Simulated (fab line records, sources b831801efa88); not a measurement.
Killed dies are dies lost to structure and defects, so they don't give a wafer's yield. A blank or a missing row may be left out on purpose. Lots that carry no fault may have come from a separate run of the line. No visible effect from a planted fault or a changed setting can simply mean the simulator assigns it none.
Which tool is to blame? :: flow sfqLine :: 7 lots with 21 wafers sampled at 3 steps, on a route of 325 steps

## WHAT THE GAUGES READ, wafer by wafer
SFQ_JJ_RS_MEAS_929: a four-point-probe measurement.
lot: L530
measured: day 43 10:09
on: filmMetro-01
JJ_NB_RS (ohm/sq): 1.067 1.056 1.071

lot: L532
measured: day 43 13:45
on: filmMetro-04
JJ_NB_RS (ohm/sq): 1.067 1.055 1.060

lot: L534
measured: day 45 04:43
on: filmMetro-02
JJ_NB_RS (ohm/sq): 1.038 1.036 1.048

lot: L536
measured: day 52 11:05
on: filmMetro-02
JJ_NB_RS (ohm/sq): 1.035 1.034 1.027

lot: L544
measured: day 55 11:01
on: filmMetro-04
JJ_NB_RS (ohm/sq): 1.050 1.038 1.037

lot: L546
measured: day 56 16:59
on: filmMetro-01
JJ_NB_RS (ohm/sq): 1.059 1.058 1.064

lot: L551
measured: day 58 05:44
on: filmMetro-04
JJ_NB_RS (ohm/sq): 1.067 1.050 1.050

## WHICH TOOL RAN EACH LOT (tool, then ch and the chambers of the sampled wafers, then the start)
lot: L530
SFQ_TRILAYER_M3_STRIP_STRIP_079: rieMetal-03 ch 0, day 29 10:04
SFQ_TRILAYER_JJ_TRILAYER_DEP_SPUTTER_112: pvdSputter-03, day 43 10:04

lot: L532
SFQ_TRILAYER_M3_STRIP_STRIP_079: rieMetal-01 ch 0,1, day 30 01:43
SFQ_TRILAYER_JJ_TRILAYER_DEP_SPUTTER_112: pvdSputter-06, day 43 13:40

lot: L534
SFQ_TRILAYER_M3_STRIP_STRIP_079: rieMetal-04 ch 0, day 31 10:15
SFQ_TRILAYER_JJ_TRILAYER_DEP_SPUTTER_112: pvdSputter-06, day 45 04:38

lot: L536
SFQ_TRILAYER_M3_STRIP_STRIP_079: rieMetal-04 ch 0,1, day 32 06:40
SFQ_TRILAYER_JJ_TRILAYER_DEP_SPUTTER_112: pvdSputter-05, day 52 10:57

lot: L544
SFQ_TRILAYER_M3_STRIP_STRIP_079: rieMetal-04 ch 0,1, day 35 20:43
SFQ_TRILAYER_JJ_TRILAYER_DEP_SPUTTER_112: pvdSputter-05, day 55 10:55

lot: L546
SFQ_TRILAYER_M3_STRIP_STRIP_079: rieMetal-04 ch 0,1, day 36 21:55
SFQ_TRILAYER_JJ_TRILAYER_DEP_SPUTTER_112: pvdSputter-05, day 56 16:55

lot: L551
SFQ_TRILAYER_M3_STRIP_STRIP_079: rieMetal-03 ch 0,1, day 38 17:15
SFQ_TRILAYER_JJ_TRILAYER_DEP_SPUTTER_112: pvdSputter-05, day 58 05:39
- SFQ_TRILAYER_M3_STRIP_STRIP_079: strips in O2.
- SFQ_TRILAYER_JJ_TRILAYER_DEP_SPUTTER_112: material Nb, target thk 170 nm, time 113.3 s.

## THE ANSWER, worked out from the rows above alone
Rule: what is usual is taken from the lots themselves. Put in order of their means at a reading, lots are off if they are a third of the lots or fewer, leave a main group of 4 or more, and stand apart from it by a gap of 3 or more times the standard deviation of the main group's means; of several such gaps the widest counts. The tables above print the reading to a certain number of digits; a main group whose means all agree to those digits is not used. Also off: a lot with no number at a reading for which 4 or more lots have one. All remaining lots with rows at the step are treated as sound.
No lot is off on any of the readings shown, so nothing can be concluded from this.

## WHAT THE SIMULATOR HAD PUT IN
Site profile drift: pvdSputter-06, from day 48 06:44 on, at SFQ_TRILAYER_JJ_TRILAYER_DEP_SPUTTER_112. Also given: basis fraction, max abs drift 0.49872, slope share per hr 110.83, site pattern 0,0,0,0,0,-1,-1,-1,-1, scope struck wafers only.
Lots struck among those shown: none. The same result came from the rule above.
